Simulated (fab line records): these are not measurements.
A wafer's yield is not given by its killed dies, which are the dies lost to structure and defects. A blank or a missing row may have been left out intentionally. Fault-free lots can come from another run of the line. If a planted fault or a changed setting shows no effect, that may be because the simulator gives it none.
fab line records / flow sky130 / part 2 of 2: steps 35 to 48 of 48
record: lots: 5 wafers: 15 last-day: 48
route steps=708 shown SONOS_ONO@177 GATE_OXIDE@187 POLY_GATE@204 RES_PROTECT@206
lots that met no fault: taken from a fault-free run of the same line
start-h: the number of hours between the record's first day and the start of the first shown wafer of the lot / wait-h: hours from the lot's prior step to this one / " repeats the value in the row above / L1.1+2: one row covering several wafers at once / - no value, or no start was given / * or withheld: withheld / < > ~ a bound
route shown NAME@n: NAME is a module with steps in the file, n the number in the route of the first one / usual: average and standard deviation across the fault-free wafers / same: alike in all rows / chamber/n: place in a boat / sites: the reading at each site / _std_site: standard deviation of those values / _edge_site: outer sites' mean less inner sites' / radius-mm: how far each site lies from the wafer's centre / mask NAME#n: copy n / behind: the most recent tool/chamber to have shaped the wafer / hold: reason for holding the lot/hours on hold/outcome of the hold / device: transistor that didn't switch, given as n, p or np / end of line: tests run on the same wafers once the route is complete / for a step that has no rows: nothing shown but its recipe / killed: not the wafer's yield, but the dies lost to structure and defects at the first sort / map: per-die view of a wafer (x killed, . not killed, _ where there is no die)
set.NAME: the run value of the setting; set.NAME@STEP: its run value at that earlier step / model.NAME: the simulator's own value behind a step, which no gauge read
lots at some steps of the route; a table a step, a row a wafer
services: when a tool's chamber went out of use (start-h, in hours from the record's first day, below 0 if earlier), for how many hours, and the reason
== steps ==
step: SKY_RES_PROTECT_PEB_05
recipe: temp-c: withheld time-s: * resist: NOVOLAK
lot.wafer=L080.3+4+6 tool=litho-track-03 chamber=0 start-h=- wait-h=-
lot.wafer=L081.1+2+6 tool=litho-track-04 chamber=0 start-h=- wait-h=-
lot.wafer=L082.2+5+6 tool=litho-track-01 chamber=0 start-h=- wait-h=-
lot.wafer=L084.1+4+6 tool=litho-track-01 chamber=0 start-h=- wait-h=-
lot.wafer=L086.1+4+5 tool=litho-track-04 chamber=0 start-h=- wait-h=-
step: SKY_RES_PROTECT_DEVELOP_06
recipe: resist: NOVOLAK developer: TMAH develop-time-s: 60 dev-temp-c: 23
lot.wafer=L080.3+4+6 tool=litho-track-03 chamber=0 start-h=393.65 wait-h=0.1
lot.wafer=L081.1+2+6 tool=litho-track-04 chamber=0 start-h=399.31 wait-h=0.1
lot.wafer=L082.2+5+6 tool=litho-track-01 chamber=0 start-h=404.17 wait-h=0.1
lot.wafer=L084.1+4+6 tool=litho-track-01 chamber=0 start-h=431.69 wait-h=0.1
lot.wafer=L086.1+4+5 tool=litho-track-04 chamber=0 start-h=443.06 wait-h=0.1
step: SKY_POLY_GATE_IMPLANT_02
recipe: species: P energy-kev: 30 dose-cm2: 7.7e+15 tilt-deg: 0
lot.wafer=L080.3+4+6 tool=implanter-01 chamber=0 start-h=393.80 wait-h=0.1
lot.wafer=L081.1+2+6 tool=implanter-01 chamber=0 start-h=399.46 wait-h=0.1
lot.wafer=L082.2+5+6 tool=implanter-01 chamber=0 start-h=404.32 wait-h=0.1
lot.wafer=L084.1+4+6 tool=implanter-01 chamber=0 start-h=431.84 wait-h=0.1
lot.wafer=L086.1+4+5 tool=implanter-01 chamber=0 start-h=443.21 wait-h=0.1
step: SKY_RES_PROTECT_STRIP_07
recipe: chemistry: O2/N2 power-w: 1400 pressure-mtorr: 1500 platen-temp-c: withheld o2-flow-sccm: 3000 n2-flow-sccm: 300 overash-fraction: 0.5
usual: drypump-motor-current-A: 6.15/0.27 oes-product-au: 0.518/0.0048 strip-time-to-endpoint-s: 23.29/0.041
lot.wafer=L080.3 tool=plasma-asher-02 chamber=1 start-h=393.93 wait-h=0.1 drypump-motor-current-A=6.56 oes-product-au=0.524 rf-hours-counter-h=- strip-time-to-endpoint-s=23.31
lot.wafer=L080.4 tool=plasma-asher-02 chamber=0 start-h=393.93 wait-h=0.1 drypump-motor-current-A=5.76 oes-product-au=0.518 rf-hours-counter-h=- strip-time-to-endpoint-s=23.30
lot.wafer=L080.6 tool=plasma-asher-02 chamber=1 start-h=393.93 wait-h=0.1 drypump-motor-current-A=6.54 oes-product-au=0.530 rf-hours-counter-h=- strip-time-to-endpoint-s=23.30
lot.wafer=L081.1 tool=plasma-asher-03 chamber=1 start-h=399.61 wait-h=0.1 drypump-motor-current-A=6.16 oes-product-au=0.514 rf-hours-counter-h=69 strip-time-to-endpoint-s=23.32
lot.wafer=L081.2 tool=plasma-asher-03 chamber=0 start-h=399.61 wait-h=0.1 drypump-motor-current-A=5.98 oes-product-au=0.518 rf-hours-counter-h=69 strip-time-to-endpoint-s=23.26
lot.wafer=L081.6 tool=plasma-asher-03 chamber=0 start-h=399.61 wait-h=0.1 drypump-motor-current-A=5.97 oes-product-au=0.520 rf-hours-counter-h=- strip-time-to-endpoint-s=23.28
lot.wafer=L082.2 tool=plasma-asher-02 chamber=0 start-h=404.44 wait-h=0.1 drypump-motor-current-A=5.75 oes-product-au=0.516 rf-hours-counter-h=70 strip-time-to-endpoint-s=23.25
lot.wafer=L082.5 tool=plasma-asher-02 chamber=1 start-h=404.44 wait-h=0.1 drypump-motor-current-A=6.52 oes-product-au=0.515 rf-hours-counter-h=- strip-time-to-endpoint-s=23.29
lot.wafer=L082.6 tool=plasma-asher-02 chamber=0 start-h=404.44 wait-h=0.1 drypump-motor-current-A=5.76 oes-product-au=0.526 rf-hours-counter-h=- strip-time-to-endpoint-s=23.22
lot.wafer=L084.1 tool=plasma-asher-02 chamber=1 start-h=431.99 wait-h=0.1 drypump-motor-current-A=6.49 oes-product-au=0.524 rf-hours-counter-h=73 strip-time-to-endpoint-s=23.32
lot.wafer=L084.4 tool=plasma-asher-02 chamber=1 start-h=431.99 wait-h=0.1 drypump-motor-current-A=6.47 oes-product-au=0.523 rf-hours-counter-h=- strip-time-to-endpoint-s=23.31
lot.wafer=L084.6 tool=plasma-asher-02 chamber=0 start-h=431.99 wait-h=0.1 drypump-motor-current-A=5.77 oes-product-au=0.521 rf-hours-counter-h=- strip-time-to-endpoint-s=23.32
lot.wafer=L086.1 tool=plasma-asher-03 chamber=1 start-h=443.36 wait-h=0.1 drypump-motor-current-A=6.15 oes-product-au=0.519 rf-hours-counter-h=1 strip-time-to-endpoint-s=23.25
lot.wafer=L086.4 tool=plasma-asher-03 chamber=1 start-h=443.36 wait-h=0.1 drypump-motor-current-A=6.17 oes-product-au=0.514 rf-hours-counter-h=- strip-time-to-endpoint-s=23.29
lot.wafer=L086.5 tool=plasma-asher-03 chamber=1 start-h=443.36 wait-h=0.1 drypump-motor-current-A=6.17 oes-product-au=0.513 rf-hours-counter-h=- strip-time-to-endpoint-s=23.28
step: SKY_RES_PROTECT_TW_MEAS_08
usual: POLY_GATE_TW: 4054/43
lot.wafer=L080.3 tool=film-metro-01 chamber=- start-h=394.02 wait-h=0.1 POLY_GATE_TW=4107
lot.wafer=L080.4 tool=film-metro-01 chamber=- start-h=394.02 wait-h=0.1 POLY_GATE_TW=4102
lot.wafer=L080.6 tool=film-metro-01 chamber=- start-h=394.02 wait-h=0.1 POLY_GATE_TW=4102
lot.wafer=L081.1 tool=film-metro-01 chamber=- start-h=399.71 wait-h=0.1 POLY_GATE_TW=4112
lot.wafer=L081.2 tool=film-metro-01 chamber=- start-h=399.71 wait-h=0.1 POLY_GATE_TW=4083
lot.wafer=L081.6 tool=film-metro-01 chamber=- start-h=399.71 wait-h=0.1 POLY_GATE_TW=4109
lot.wafer=L082.2 tool=film-metro-01 chamber=- start-h=404.55 wait-h=0.1 POLY_GATE_TW=4106
lot.wafer=L082.5 tool=film-metro-01 chamber=- start-h=404.55 wait-h=0.1 POLY_GATE_TW=4112
lot.wafer=L082.6 tool=film-metro-01 chamber=- start-h=404.55 wait-h=0.1 POLY_GATE_TW=4107
lot.wafer=L084.1 tool=film-metro-02 chamber=- start-h=432.09 wait-h=0.1 POLY_GATE_TW=4016
lot.wafer=L084.4 tool=film-metro-02 chamber=- start-h=432.09 wait-h=0.1 POLY_GATE_TW=4011
lot.wafer=L084.6 tool=film-metro-02 chamber=- start-h=432.09 wait-h=0.1 POLY_GATE_TW=4044
lot.wafer=L086.1 tool=film-metro-03 chamber=- start-h=443.46 wait-h=0.1 POLY_GATE_TW=4092
lot.wafer=L086.4 tool=film-metro-03 chamber=- start-h=443.46 wait-h=0.1 POLY_GATE_TW=4106
lot.wafer=L086.5 tool=film-metro-03 chamber=- start-h=443.46 wait-h=0.1 POLY_GATE_TW=4063
step: SKY_RES_PROTECT_CLEAN_09
recipe: chemistry: SC1/SC2 mix: 1:4:20 temp-c: 70 time-s: 150 dry: n2-spin
lot.wafer=L080.3+4+6 tool=wet-bench-01 chamber=0 start-h=394.06 wait-h=0.0
lot.wafer=L081.1+2+6 tool=wet-bench-03 chamber=0 start-h=399.77 wait-h=0.1
lot.wafer=L082.2+5+6 tool=wet-bench-01 chamber=1 start-h=404.60 wait-h=0.0
lot.wafer=L084.1+4+6 tool=wet-bench-01 chamber=0 start-h=432.15 wait-h=0.1
lot.wafer=L086.1+4+5 tool=wet-bench-02 chamber=1 start-h=443.52 wait-h=0.1
step: SKY_POLY_GATE_CVD_03
recipe: material: Si3N4 precursor: DCS/NH3 target-thk-nm: 75 temp-c: 770 time-s: 1290 pressure-mtorr: 250
usual: zone-power-lower-pct: 13.0/0.69
lot.wafer=L080.3 tool=lpcvd-02 chamber=0 start-h=396.69 wait-h=2.6 zone-power-lower-pct=12.2
lot.wafer=L080.4 tool=lpcvd-02 chamber=0 start-h=396.69 wait-h=2.6 zone-power-lower-pct=12.1
lot.wafer=L080.6 tool=lpcvd-02 chamber=0 start-h=396.69 wait-h=2.6 zone-power-lower-pct=12.0
lot.wafer=L081.1 tool=lpcvd-02 chamber=0 start-h=404.19 wait-h=4.4 zone-power-lower-pct=12.1
lot.wafer=L081.2 tool=lpcvd-02 chamber=0 start-h=404.19 wait-h=4.4 zone-power-lower-pct=12.1
lot.wafer=L081.6 tool=lpcvd-02 chamber=0 start-h=404.19 wait-h=4.4 zone-power-lower-pct=12.0
lot.wafer=L082.2 tool=lpcvd-02 chamber=1 start-h=407.33 wait-h=2.7 zone-power-lower-pct=13.3
lot.wafer=L082.5 tool=lpcvd-02 chamber=1 start-h=407.33 wait-h=2.7 zone-power-lower-pct=13.6
lot.wafer=L082.6 tool=lpcvd-02 chamber=1 start-h=407.33 wait-h=2.7 zone-power-lower-pct=13.4
lot.wafer=L084.1 tool=lpcvd-02 chamber=1 start-h=432.25 wait-h=0.0 zone-power-lower-pct=13.4
lot.wafer=L084.4 tool=lpcvd-02 chamber=1 start-h=432.25 wait-h=0.0 zone-power-lower-pct=13.3
lot.wafer=L084.6 tool=lpcvd-02 chamber=1 start-h=432.25 wait-h=0.0 zone-power-lower-pct=13.5
lot.wafer=L086.1 tool=lpcvd-02 chamber=1 start-h=443.99 wait-h=0.4 zone-power-lower-pct=13.4
lot.wafer=L086.4 tool=lpcvd-02 chamber=1 start-h=443.99 wait-h=0.4 zone-power-lower-pct=13.6
lot.wafer=L086.5 tool=lpcvd-02 chamber=1 start-h=443.99 wait-h=0.4 zone-power-lower-pct=13.5
step: SKY_POLY_GATE_THK_MEAS_04
recipe: reads: Si3N4_of_POLY_GATE_CVD_03
usual: POLY_GATE_CVD_03_THK: 74.5/0.78
lot.wafer=L080.3 tool=film-metro-02 chamber=- start-h=398.75 wait-h=0.0 POLY_GATE_CVD_03_THK[nm]=75.1
lot.wafer=L080.4 tool=film-metro-02 chamber=- start-h=398.75 wait-h=0.0 POLY_GATE_CVD_03_THK[nm]=75.2
lot.wafer=L080.6 tool=film-metro-02 chamber=- start-h=398.75 wait-h=0.0 POLY_GATE_CVD_03_THK[nm]=74.6
lot.wafer=L081.1 tool=film-metro-02 chamber=- start-h=405.55 wait-h=0.0 POLY_GATE_CVD_03_THK[nm]=74.6
lot.wafer=L081.2 tool=film-metro-02 chamber=- start-h=405.55 wait-h=0.0 POLY_GATE_CVD_03_THK[nm]=75.0
lot.wafer=L081.6 tool=film-metro-02 chamber=- start-h=405.55 wait-h=0.0 POLY_GATE_CVD_03_THK[nm]=74.8
lot.wafer=L082.2 tool=film-metro-04 chamber=- start-h=408.70 wait-h=0.0 POLY_GATE_CVD_03_THK[nm]=74.7
lot.wafer=L082.5 tool=film-metro-04 chamber=- start-h=408.70 wait-h=0.0 POLY_GATE_CVD_03_THK[nm]=75.3
lot.wafer=L082.6 tool=film-metro-04 chamber=- start-h=408.70 wait-h=0.0 POLY_GATE_CVD_03_THK[nm]=75.5
lot.wafer=L084.1 tool=film-metro-03 chamber=- start-h=433.61 wait-h=0.0 POLY_GATE_CVD_03_THK[nm]=75.2
lot.wafer=L084.4 tool=film-metro-03 chamber=- start-h=433.61 wait-h=0.0 POLY_GATE_CVD_03_THK[nm]=74.2
lot.wafer=L084.6 tool=film-metro-03 chamber=- start-h=433.61 wait-h=0.0 POLY_GATE_CVD_03_THK[nm]=74.4
lot.wafer=L086.1 tool=film-metro-02 chamber=- start-h=445.35 wait-h=0.0 POLY_GATE_CVD_03_THK[nm]=73.2
lot.wafer=L086.4 tool=film-metro-02 chamber=- start-h=445.35 wait-h=0.0 POLY_GATE_CVD_03_THK[nm]=73.0
lot.wafer=L086.5 tool=film-metro-02 chamber=- start-h=445.35 wait-h=0.0 POLY_GATE_CVD_03_THK[nm]=73.0
step: SKY_POLY_GATE_DEHYDRATE_05
recipe: temp-c: 200 time-s: 60
lot.wafer=L080.3+4+6 tool=litho-track-03 chamber=0 start-h=412.65 wait-h=13.9
lot.wafer=L081.1+2+6 tool=litho-track-02 chamber=0 start-h=419.81 wait-h=14.2
lot.wafer=L082.2+5+6 tool=litho-track-04 chamber=0 start-h=423.08 wait-h=14.4
lot.wafer=L084.1+4+6 tool=litho-track-02 chamber=0 start-h=447.86 wait-h=14.2
lot.wafer=L086.1+4+5 tool=litho-track-02 chamber=0 start-h=459.66 wait-h=14.3
step: SKY_POLY_GATE_HMDS_06
recipe: prime-time-s: 60 prime-temp-c: 120
lot.wafer=L080.3+4+6 tool=litho-track-03 chamber=0 start-h=412.80 wait-h=0.1
lot.wafer=L081.1+2+6 tool=litho-track-02 chamber=0 start-h=419.96 wait-h=0.1
lot.wafer=L082.2+5+6 tool=litho-track-04 chamber=0 start-h=423.23 wait-h=0.1
lot.wafer=L084.1+4+6 tool=litho-track-02 chamber=0 start-h=448.01 wait-h=0.1
lot.wafer=L086.1+4+5 tool=litho-track-02 chamber=0 start-h=459.81 wait-h=0.1
step: SKY_POLY_GATE_COAT_07
recipe: resist: BARC temp-c: withheld time-s: withheld spin-rpm: 3000 resist-thk-nm: 110
lot.wafer=L080.3+4+6 tool=litho-track-03 chamber=0 start-h=412.95 wait-h=0.1
lot.wafer=L081.1+2+6 tool=litho-track-02 chamber=0 start-h=420.11 wait-h=0.1
lot.wafer=L082.2+5+6 tool=litho-track-04 chamber=0 start-h=423.38 wait-h=0.1
lot.wafer=L084.1+4+6 tool=litho-track-02 chamber=0 start-h=448.16 wait-h=0.1
lot.wafer=L086.1+4+5 tool=litho-track-02 chamber=0 start-h=459.96 wait-h=0.1
step: SKY_POLY_GATE_COAT_08
recipe: resist: KrF-thick spin-rpm: 3000 resist-thk-nm: 450
lot.wafer=L080.3+4+6 tool=litho-track-03 chamber=0 start-h=- wait-h=-
lot.wafer=L081.1+2+6 tool=litho-track-02 chamber=0 start-h=- wait-h=-
lot.wafer=L082.2+5+6 tool=litho-track-04 chamber=0 start-h=- wait-h=-
lot.wafer=L084.1+4+6 tool=litho-track-02 chamber=0 start-h=- wait-h=-
lot.wafer=L086.1+4+5 tool=litho-track-02 chamber=0 start-h=- wait-h=-
step: SKY_POLY_GATE_SOFTBAKE_09
recipe: temp-c: 100 time-s: 90 resist: KrF-thick
lot.wafer=L080.3+4+6 tool=litho-track-03 chamber=0 start-h=- wait-h=-
lot.wafer=L081.1+2+6 tool=litho-track-02 chamber=0 start-h=- wait-h=-
lot.wafer=L082.2+5+6 tool=litho-track-04 chamber=0 start-h=- wait-h=-
lot.wafer=L084.1+4+6 tool=litho-track-02 chamber=0 start-h=- wait-h=-
lot.wafer=L086.1+4+5 tool=litho-track-02 chamber=0 start-h=- wait-h=-
step: SKY_POLY_GATE_EXPOSE_10
recipe: mask-id: P1M na: 0.68 source-shape: conventional sigma-outer: 0.6 target-cd-nm: 150 dose-mj: 28
lot.wafer=L080.3+4+6 tool=krf-scanner-02 chamber=0 start-h=- wait-h=- mask=P1M#0
lot.wafer=L081.1+2+6 tool=krf-scanner-01 chamber=0 start-h=- wait-h=- mask=P1M#0
lot.wafer=L082.2+5+6 tool=krf-scanner-01 chamber=0 start-h=- wait-h=- mask=P1M#0
lot.wafer=L084.1+4+6 tool=krf-scanner-01 chamber=0 start-h=- wait-h=- mask=P1M#0
lot.wafer=L086.1+4+5 tool=krf-scanner-02 chamber=0 start-h=- wait-h=- mask=P1M#0
== services ==
tool=iline-stepper-01 chamber=- start-h=293.63 hours=4.4 kind=pm
tool=lpcvd-01 chamber=- start-h=294.88 hours=2.8 kind=repair
tool=iline-stepper-01 chamber=- start-h=299.02 hours=2.1 kind=repair
tool=rie-diel-03 chamber=- start-h=312.70 hours=1.2 kind=repair
tool=krf-scanner-01 chamber=- start-h=316.60 hours=0.8 kind=pm
tool=krf-scanner-01 chamber=- start-h=320.24 hours=1.0 kind=pm
tool=furnace-01 chamber=- start-h=327.09 hours=2.8 kind=pm
tool=iline-stepper-01 chamber=- start-h=330.06 hours=6.2 kind=repair
tool=plasma-asher-03 chamber=- start-h=333.44 hours=2.8 kind=pm
tool=iline-stepper-02 chamber=- start-h=372.35 hours=4.3 kind=pm
tool=rie-diel-03 chamber=0 start-h=377.73 hours=2.6 kind=repair
tool=furnace-02 chamber=- start-h=378.32 hours=5.5 kind=pm
tool=implanter-01 chamber=- start-h=381.01 hours=3.9 kind=pm
tool=iline-stepper-01 chamber=- start-h=389.94 hours=1.7 kind=pm
tool=wet-bench-04 chamber=- start-h=399.84 hours=3.6 kind=repair
tool=rie-diel-03 chamber=0 start-h=405.81 hours=12.5 kind=repair
tool=krf-scanner-01 chamber=- start-h=409.82 hours=1.3 kind=repair
tool=krf-scanner-01 chamber=- start-h=416.17 hours=4.0 kind=pm
tool=plasma-asher-03 chamber=- start-h=421.25 hours=9.0 kind=pm
tool=plasma-asher-02 chamber=- start-h=427.84 hours=1.3 kind=repair
tool=furnace-01 chamber=- start-h=433.35 hours=2.1 kind=pm
tool=furnace-02 chamber=- start-h=441.50 hours=4.3 kind=pm
tool=furnace-02 chamber=- start-h=449.94 hours=4.3 kind=pm
tool=lpcvd-02 chamber=- start-h=450.23 hours=17.2 kind=pm
